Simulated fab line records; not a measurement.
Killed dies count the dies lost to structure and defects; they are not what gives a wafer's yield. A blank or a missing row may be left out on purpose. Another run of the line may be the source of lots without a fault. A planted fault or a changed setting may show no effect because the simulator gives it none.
Chamber matching -- flow gf180mcu -- pecvd-02 running GF_PASSIVATION_CVD_00: 3 sister chambers
The step deposits SiO2 from TEOS, target thk 1000 nm, time 111.95 s. 6 wafers are shown with their chamber, then 10 later ones without.

EACH WAFER AND ITS CHAMBER
wafer,chamber,heater-power-w (W)
L081.6,1,604
L082.2,0,668
L082.3,1,562
L082.5,0,512
L085.3,2,477
L085.5,2,509

WAFERS WITHOUT THEIR CHAMBER
wafer,heater-power-w (W)
L085.6,636
L088.2,605
L088.3,492
L088.6,519
L094.2,656
L094.3,476
L094.5,507
L095.1,579
L095.3,439
L095.4,498

CHAMBER TAKEN BY EACH
wafer,from the rows above,in truth
L085.6,can't be placed: 0 or 1 or 2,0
L088.2,can't be placed: 0 or 1 or 2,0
L088.3,can't be placed: 2 or 1 or 0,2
L088.6,can't be placed: 2 or 1 or 0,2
L094.2,can't be placed: 0 or 1 or 2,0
L094.3,can't be placed: 2 or 1 or 0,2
L094.5,can't be placed: 2 or 1 or 0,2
L095.1,can't be placed: 1 or 0 or 2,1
L095.3,can't be placed: 2 or 1 or 0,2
L095.4,can't be placed: 2 or 1 or 0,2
0 of 10 placed correctly. Unplaceable from these rows: 10, with the true chamber sitting among the candidates in 10. Number placed wrongly: 0.
How it was worked out, from the rows above alone: a wafer's distance from a chamber is the root of the sum, over the readings, of the square of ((its reading less the chamber's mean) divided by the reading's scatter). If the next closest chamber is less than 2 further off than the closest, the wafer can't be placed; otherwise it belongs to the closest. For every chamber, the mean is computed from those of its wafers that are shown. How the scatter is found: for the shown wafers, subtract from each reading the mean of its chamber, square and add these, divide the total by (wafers less chambers), then take the root.
